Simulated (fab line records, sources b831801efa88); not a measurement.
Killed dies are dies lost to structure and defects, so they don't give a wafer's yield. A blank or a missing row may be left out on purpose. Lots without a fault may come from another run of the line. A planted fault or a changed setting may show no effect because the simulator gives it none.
A struck lot beside a sound one | flow sky130 | 15 steps out of a route of 708
Sound: wafers L568.1, L568.2, L568.6. Struck: wafer L575.6. (L575.1, L575.3 of the same lot were not struck and are left out.) The cause comes at the end.
At each step with rows: each side's tool, then ch and its chambers, then its first start. Under that, the readings that differ: sound wafers | struck wafers | difference of the means | sigmas: that difference in standard deviations of wafers without a fault.
alike: readings whose means differ by less than 2 such deviations, and words and numbers that are the same on both sides. not compared: withheld readings, readings that some wafer has no value for, bounds like >300 that may hide the same value, and numbers for which the record gives no deviation and whose values overlap.
The two part at a step that has a row with sigmas, a row that says differs or no value, or rows on one side only. Numbers that don't overlap but have no deviation are shown without sigmas and don't part them. A reading that every wafer of one side lacks parts them only if that side has two wafers or more.

first, 5 steps without rows for these wafers: SKY_VT_ADJUST_LVTN_COAT_13 (resist thk 1140 nm); SKY_VT_ADJUST_LVTN_SOFTBAKE_14 (time 60 s); SKY_VT_ADJUST_LVTN_EXPOSE_15 (exposes mask HVN STD DERIVED, target cd 600 nm); SKY_VT_ADJUST_LVTN_PEB_16; SKY_VT_ADJUST_LVTN_DEVELOP_17 (develop time 60 s).
SKY_VT_ADJUST_LVTN_OVL_MEAS_18:
  sound on overlay-01, day 9 12:42; struck on overlay-01, day 11 12:18
  alike: VT_ADJUST_LVTN_01_OVL
then, 1 step without rows for these wafers: SKY_VT_ADJUST_LVTN_IMPLANT_19.
SKY_VT_ADJUST_LVTN_STRIP_20: strips in O2/N2.
  sound on plasma_asher-04 ch 0,1, day 9 12:53; struck on plasma_asher-01 ch 0, day 11 12:29
  alike: drypump_motor_current_A, oes_product_au, strip_time_to_endpoint_s
  not compared: rf_hours_counter_h
SKY_VT_ADJUST_LVTN_TW_MEAS_21:
  sound on film_metro-04, day 9 12:59; struck on film_metro-02, day 11 12:35
  alike: VT_ADJUST_LVTN_2_TW
then, 3 steps without rows for these wafers: SKY_VT_ADJUST_NCORE_DEHYDRATE_00 (time 60 s); SKY_VT_ADJUST_NCORE_HMDS_01 (prime time 60 s); SKY_VT_ADJUST_NCORE_COAT_02 (resist thk 1140 nm).
SKY_VT_ADJUST_NCORE_SOFTBAKE_03: time 60 s.
  sound on litho_track-03 ch 0, day 9 23:33; struck on litho_track-03 ch 0, day 11 23:51
  reading                  | sound             | struck | difference | sigmas
  heater_power_total_W (W) | 56.52 56.56 56.59 | 57.36  | +0.80      | +18
  run_length_s (s)         | 88.78 88.78 89.01 | 86.16  | -2.70      | -12
then, 1 step without rows for these wafers: SKY_VT_ADJUST_NCORE_EXPOSE_04 (exposes mask LVTN COMPLEMENT THIN, target cd 380 nm).
SKY_PAD_OPEN_PROBE_99:
  the record has rows for the sound wafers here (prober-01, day 47 12:52) and none for the struck ones

WHERE THEY PART
First at SKY_VT_ADJUST_NCORE_SOFTBAKE_03; last, within this record, at SKY_PAD_OPEN_PROBE_99.

WHY: what the simulator had put in
Process parameter drift: litho_track-03, from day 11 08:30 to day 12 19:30, at SKY_VT_ADJUST_NCORE_SOFTBAKE_03. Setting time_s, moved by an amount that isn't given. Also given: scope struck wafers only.
